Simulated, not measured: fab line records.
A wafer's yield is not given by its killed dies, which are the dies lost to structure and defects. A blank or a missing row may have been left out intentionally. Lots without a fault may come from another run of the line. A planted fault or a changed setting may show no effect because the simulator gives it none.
fab line records ; flow gf180mcu
record lots=14; wafers=40; last_day=34
route steps=602 shown PSD@259 SAB@264 SALICIDE@283 CONTACT@288
lots that met no fault: taken from a fault-free run of the same line
start_h: hours from the record's first day to the start of the lot's first wafer shown ; wait_h: hours since the lot's step before ; " same as the row above ; L1.1+2: several wafers, shown together as one row ; - value missing, or start not given ; * or withheld: withheld ; < > ~ a bound
route shown NAME@n: a module of which the file shows steps, and the number in the route of the first ; usual: mean/standard deviation of fault-free wafers ; same: alike in all rows ; chamber/n: place in a boat ; sites: each site's reading ; _std_site: standard deviation across them ; _edge_site: mean of outer sites minus mean of inner sites ; radius_mm: for every site, how far away it sits from the centre of the wafer ; mask NAME#n: copy n ; behind: the tool/chamber that last shaped the wafer ; hold: what put the lot on hold/how long, in hours/how the hold closed ; device: the n, p or np transistor that did not switch ; end of line: at the end of the route, the tests of the same wafers ; a step given without rows: its recipe and nothing more ; killed: the dies lost at the first sort to structure and to defects; this is not the yield of the wafer ; map: dies across one wafer; x = killed, . = not, _ = none there
set.NAME: the run value of the setting; set.NAME@STEP: its run value at that earlier step ; model.NAME: the simulator's own value behind a step, which no gauge read
a sample of lots followed through the steps of the route, with each step as a table and each wafer as a row
services: when a tool's chamber went out of use (start_h, in hours from the record's first day, below 0 if earlier), for how many hours, and the reason
## steps
# step GF_PSD_TW_MEAS_11
# usual PSD_TW=3172/15
lot.wafer;tool;chamber;start_h;wait_h;PSD_TW
L970.3;film_metro-03;-;337.85;0.1;3176
L970.4;film_metro-03;-;337.85;0.1;3164
L970.5;film_metro-03;-;337.85;0.1;3180
L973.1;film_metro-03;-;359.71;0.1;3173
L973.4;film_metro-03;-;359.71;0.1;3166
L973.5;film_metro-03;-;359.71;0.1;3161
L974.1;film_metro-03;-;368.97;0.1;3173
L974.5;film_metro-03;-;368.97;0.1;3158
L974.6;film_metro-03;-;368.97;0.1;3181
L976.2;film_metro-04;-;384.84;0.1;3164
L976.4;film_metro-04;-;384.84;0.1;3176
L976.5;film_metro-04;-;384.84;0.1;3184
L975.1;film_metro-04;-;385.13;0.1;3179
L975.5;film_metro-04;-;385.13;0.1;3176
L975.6;film_metro-04;-;385.13;0.1;3163
L977.1;film_metro-04;-;393.23;0.1;3159
L977.2;film_metro-04;-;393.23;0.1;3165
L977.3;film_metro-04;-;393.23;0.1;3162
L978.2;film_metro-04;-;404.22;0.1;3180
L978.3;film_metro-04;-;404.22;0.1;3176
L978.5;film_metro-04;-;404.22;0.1;3168
L979.1;film_metro-03;-;415.01;0.1;3146
L979.4;film_metro-03;-;415.01;0.1;3147
L979.6;film_metro-03;-;415.01;0.1;3170
L984.2;film_metro-01;-;446.79;0.1;3199
L984.3;film_metro-01;-;446.79;0.1;3183
L984.6;film_metro-01;-;446.79;0.1;3178
L987.1;film_metro-01;-;476.88;0.1;3191
L987.3;film_metro-01;-;476.88;0.1;3185
L987.5;film_metro-01;-;476.88;0.1;3167
L988.1;film_metro-03;-;486.16;0.1;3175
L988.4;film_metro-03;-;486.16;0.1;3187
L989.3;film_metro-01;-;489.88;0.1;3155
L989.5;film_metro-01;-;489.88;0.1;3172
L989.6;film_metro-01;-;489.88;0.1;3148
L990.4;film_metro-01;-;501.59;0.1;3157
L990.5;film_metro-01;-;501.59;0.1;3152
L991.3;film_metro-03;-;508.18;0.1;3162
L991.5;film_metro-03;-;508.18;0.1;3164
L991.6;film_metro-03;-;508.18;0.1;3168
# step GF_SAB_CVD_00
# recipe material=SiO2; target_thk_nm=50; precursor=TEOS; temp_c=400; time_s=4.9302; rf_w=600
# usual heater_power_w=666/100; susceptor_temp_C=400.02/0.2
lot.wafer;tool;chamber;start_h;wait_h;heater_power_w;susceptor_temp_C
L970.3;pecvd-02;1;338.26;0.1;631;399.83
L970.4;pecvd-02;1;338.26;0.1;645;400.23
L970.5;pecvd-02;2;338.26;0.1;825;399.98
L973.1;pecvd-02;0;360.15;0.1;592;400.23
L973.4;pecvd-02;1;360.15;0.1;664;399.98
L973.5;pecvd-02;0;360.15;0.1;588;400.21
L974.1;pecvd-04;2;369.40;0.1;696;400.07
L974.5;pecvd-04;2;369.40;0.1;698;400.34
L974.6;pecvd-04;0;369.40;0.1;558;399.94
L976.2;pecvd-04;2;385.26;0.1;742;399.76
L976.4;pecvd-04;0;385.26;0.1;523;399.79
L976.5;pecvd-04;1;385.26;0.1;628;400.01
L975.1;pecvd-01;0;385.65;0.1;608;400.07
L975.5;pecvd-01;1;385.65;0.1;823;400.10
L975.6;pecvd-01;2;385.65;0.1;684;400.19
L977.1;pecvd-01;2;393.66;0.1;645;399.98
L977.2;pecvd-01;0;393.66;0.1;616;399.79
L977.3;pecvd-01;1;393.66;0.1;772;399.53
L978.2;pecvd-02;2;404.64;0.1;908;399.91
L978.3;pecvd-02;1;404.64;0.1;561;399.88
L978.5;pecvd-02;0;404.64;0.1;610;400.01
L979.1;pecvd-04;1;415.45;0.1;518;400.22
L979.4;pecvd-04;1;415.45;0.1;515;400.01
L979.6;pecvd-04;0;415.45;0.1;579;400.33
L984.2;pecvd-04;1;447.22;0.1;546;399.97
L984.3;pecvd-04;2;447.22;0.1;687;399.95
L984.6;pecvd-04;2;447.22;0.1;711;399.74
L987.1;pecvd-02;0;477.32;0.1;656;400.34
L987.3;pecvd-02;1;477.32;0.1;603;399.45
L987.5;pecvd-02;1;477.32;0.1;596;399.75
L988.1;pecvd-01;2;486.59;0.1;781;400.45
L988.4;pecvd-01;1;486.59;0.1;838;400.12
L989.3;pecvd-01;0;490.29;0.1;699;400.21
L989.5;pecvd-01;0;490.29;0.1;704;400.06
L989.6;pecvd-01;1;490.29;0.1;729;399.92
L990.4;pecvd-02;0;502.01;0.0;579;400.10
L990.5;pecvd-02;2;502.01;0.0;814;400.03
L991.3;pecvd-04;0;508.59;0.1;585;399.73
L991.5;pecvd-04;2;508.59;0.1;719;399.79
L991.6;pecvd-04;1;508.59;0.1;601;400.10
# step GF_SAB_THK_MEAS_01
# recipe reads=SiO2_of_SAB_CVD_00
# usual SAB_CVD_00_THK=50.0/0.65
lot.wafer;tool;chamber;start_h;wait_h;SAB_CVD_00_THK[nm]
L970.3;film_metro-01;-;338.30;0.0;48.9
L970.4;film_metro-01;-;338.30;0.0;50.1
L970.5;film_metro-01;-;338.30;0.0;50.2
L973.1;film_metro-01;-;360.18;0.0;49.1
L973.4;film_metro-01;-;360.18;0.0;50.2
L973.5;film_metro-01;-;360.18;0.0;49.9
L974.1;film_metro-01;-;369.42;0.0;50.3
L974.5;film_metro-01;-;369.42;0.0;50.7
L974.6;film_metro-01;-;369.42;0.0;50.0
L976.2;film_metro-04;-;385.29;0.0;49.5
L976.4;film_metro-04;-;385.29;0.0;50.7
L976.5;film_metro-04;-;385.29;0.0;50.4
L975.1;film_metro-02;-;385.67;0.0;49.1
L975.5;film_metro-02;-;385.67;0.0;50.4
L975.6;film_metro-02;-;385.67;0.0;50.3
L977.1;film_metro-02;-;393.68;0.0;50.0
L977.2;film_metro-02;-;393.68;0.0;49.7
L977.3;film_metro-02;-;393.68;0.0;50.0
L978.2;film_metro-04;-;404.67;0.0;50.3
L978.3;film_metro-04;-;404.67;0.0;50.3
L978.5;film_metro-04;-;404.67;0.0;50.7
L979.1;film_metro-02;-;415.47;0.0;44.2
L979.4;film_metro-02;-;415.47;0.0;44.9
L979.6;film_metro-02;-;415.47;0.0;45.9
L984.2;film_metro-04;-;447.25;0.0;45.3
L984.3;film_metro-04;-;447.25;0.0;45.7
L984.6;film_metro-04;-;447.25;0.0;46.4
L987.1;film_metro-01;-;477.34;0.0;48.8
L987.3;film_metro-01;-;477.34;0.0;49.5
L987.5;film_metro-01;-;477.34;0.0;50.3
L988.1;film_metro-04;-;486.61;0.0;50.3
L988.4;film_metro-04;-;486.61;0.0;51.3
L989.3;film_metro-04;-;490.33;0.0;49.9
L989.5;film_metro-04;-;490.33;0.0;50.6
L989.6;film_metro-04;-;490.33;0.0;50.8
L990.4;film_metro-04;-;502.05;0.0;50.1
L990.5;film_metro-04;-;502.05;0.0;50.5
L991.3;film_metro-02;-;508.63;0.0;49.2
L991.5;film_metro-02;-;508.63;0.0;50.3
L991.6;film_metro-02;-;508.63;0.0;49.7
# step GF_SALICIDE_THK_MEAS_05
# recipe thk_meas_gauge=xrf; reads=TiN_of_SALICIDE_SPUTTER_03
# usual SALICIDE_TIN_THK=19.72/0.24
lot.wafer;tool;chamber;start_h;wait_h;SALICIDE_TIN_THK[nm]
L970.3;film_metro-02;-;360.70;0.1;19.62
L970.4;film_metro-02;-;360.70;0.1;19.63
L970.5;film_metro-02;-;360.70;0.1;19.82
L973.1;film_metro-04;-;383.23;0.1;19.79
L973.4;film_metro-04;-;383.23;0.1;19.96
L973.5;film_metro-04;-;383.23;0.1;19.96
L974.1;film_metro-03;-;392.78;0.1;19.07
L974.5;film_metro-03;-;392.78;0.1;19.42
L974.6;film_metro-03;-;392.78;0.1;19.40
L976.2;film_metro-03;-;408.13;0.1;19.93
L976.4;film_metro-03;-;408.13;0.1;19.61
L976.5;film_metro-03;-;408.13;0.1;20.01
L975.1;film_metro-02;-;408.24;0.1;19.49
L975.5;film_metro-02;-;408.24;0.1;19.24
L975.6;film_metro-02;-;408.24;0.1;19.41
L977.1;film_metro-02;-;417.33;0.1;19.86
L977.2;film_metro-02;-;417.33;0.1;19.67
L977.3;film_metro-02;-;417.33;0.1;19.76
L978.2;film_metro-03;-;429.17;0.1;19.75
L978.3;film_metro-03;-;429.17;0.1;19.55
L978.5;film_metro-03;-;429.17;0.1;19.58
L979.1;film_metro-02;-;440.04;0.1;19.63
L979.4;film_metro-02;-;440.04;0.1;19.54
L979.6;film_metro-02;-;440.04;0.1;19.60
L984.2;film_metro-02;-;471.13;0.1;19.68
L984.3;film_metro-02;-;471.13;0.1;19.89
L984.6;film_metro-02;-;471.13;0.1;20.16
L987.1;film_metro-04;-;501.43;0.1;19.69
L987.3;film_metro-04;-;501.43;0.1;19.43
L987.5;film_metro-04;-;501.43;0.1;19.97
L988.1;film_metro-04;-;510.92;0.1;19.42
L988.4;film_metro-04;-;510.92;0.1;19.95
L989.3;film_metro-03;-;513.89;0.1;20.01
L989.5;film_metro-03;-;513.89;0.1;19.73
L989.6;film_metro-03;-;513.89;0.1;19.54
L990.4;film_metro-03;-;525.78;0.1;19.50
L990.5;film_metro-03;-;525.78;0.1;19.81
L991.3;film_metro-04;-;532.59;0.1;19.83
L991.5;film_metro-04;-;532.59;0.1;19.70
L991.6;film_metro-04;-;532.59;0.1;19.83
# step GF_CONTACT_THK_MEAS_01
# recipe reads=SiO2_of_CONTACT_CVD_00
# usual CONTACT_CVD_00_THK=311.0/3
lot.wafer;tool;chamber;start_h;wait_h;CONTACT_CVD_00_THK[nm]
L970.3;film_metro-01;-;361.11;0.0;309.9
L970.4;film_metro-01;-;361.11;0.0;312.6
L970.5;film_metro-01;-;361.11;0.0;312.8
L973.1;film_metro-03;-;383.72;0.0;309.4
L973.4;film_metro-03;-;383.72;0.0;310.9
L973.5;film_metro-03;-;383.72;0.0;311.0
L974.1;film_metro-02;-;393.17;0.0;308.1
L974.5;film_metro-02;-;393.17;0.0;308.4
L974.6;film_metro-02;-;393.17;0.0;308.5
L976.2;film_metro-01;-;408.53;0.0;313.3
L976.4;film_metro-01;-;408.53;0.0;307.5
L976.5;film_metro-01;-;408.53;0.0;309.4
L975.1;film_metro-03;-;408.84;0.0;317.1
L975.5;film_metro-03;-;408.84;0.0;310.1
L975.6;film_metro-03;-;408.84;0.0;315.6
L977.1;film_metro-02;-;417.73;0.0;308.4
L977.2;film_metro-02;-;417.73;0.0;311.7
L977.3;film_metro-02;-;417.73;0.0;312.0
L978.2;film_metro-03;-;429.56;0.0;317.8
L978.3;film_metro-03;-;429.56;0.0;313.6
L978.5;film_metro-03;-;429.56;0.0;314.0
L979.1;film_metro-01;-;440.43;0.0;314.7
L979.4;film_metro-01;-;440.43;0.0;310.6
L979.6;film_metro-01;-;440.43;0.0;311.2
L984.2;film_metro-03;-;471.53;0.0;308.1
L984.3;film_metro-03;-;471.53;0.0;312.6
L984.6;film_metro-03;-;471.53;0.0;312.9
L987.1;film_metro-01;-;501.84;0.0;311.2
L987.3;film_metro-01;-;501.84;0.0;308.6
L987.5;film_metro-01;-;501.84;0.0;308.5
L988.1;film_metro-03;-;511.32;0.0;312.0
L988.4;film_metro-03;-;511.32;0.0;310.9
L989.3;film_metro-01;-;514.29;0.0;312.8
L989.5;film_metro-01;-;514.29;0.0;313.8
L989.6;film_metro-01;-;514.29;0.0;312.7
L990.4;film_metro-03;-;526.21;0.1;314.1
L990.5;film_metro-03;-;526.21;0.1;314.9
L991.3;film_metro-03;-;532.99;0.0;309.7
L991.5;film_metro-03;-;532.99;0.0;310.5
L991.6;film_metro-03;-;532.99;0.0;311.3
## services
tool;chamber;start_h;hours;kind
pecvd-01;1;331.25;11.4;repair
pecvd-02;2;346.10;30.2;repair
pecvd-02;-;368.88;14.0;pm
pecvd-02;0;368.88;14.0;vent_cycle
pecvd-02;1;368.88;14.0;vent_cycle
pecvd-02;2;368.88;14.0;vent_cycle
pecvd-02;0;382.88;-;clean
pecvd-02;1;382.88;-;clean
pecvd-02;2;382.88;-;clean
pecvd-02;-;388.09;2.5;repair
pecvd-02;1;503.32;1.9;repair
## key
first_sign step=GF_SAB_THK_MEAS_01; reading=SAB_CVD_00_THK; direction=down; sigmas=7.2; usual=50.0; struck=45.4
effect none on later readings
met_at GF_SAB_CVD_00
struck_lots L979,L984
tester_left_out L979,L984
not_acting_at GF_PSD_TW_MEAS_11,GF_SALICIDE_THK_MEAS_05,GF_CONTACT_THK_MEAS_01
onset_between 385.26 415.45
fault kind=process_parameter_drift; tool=pecvd-04; chamber=-; onset_h=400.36; steps=GF_SAB_CVD_00; channel=target_thk_nm; offset=-4.8154; shape=step; end_h=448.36; acts_in=these_recipes_only; stated=50
# tester_left_out: of these lots the tester's yield and bins aren't shown, on N5 and GAA mostly nor the transistor test; their killed dies are dies lost to structure and defects alone, not to doping, threshold or leakage, so they don't give the yield
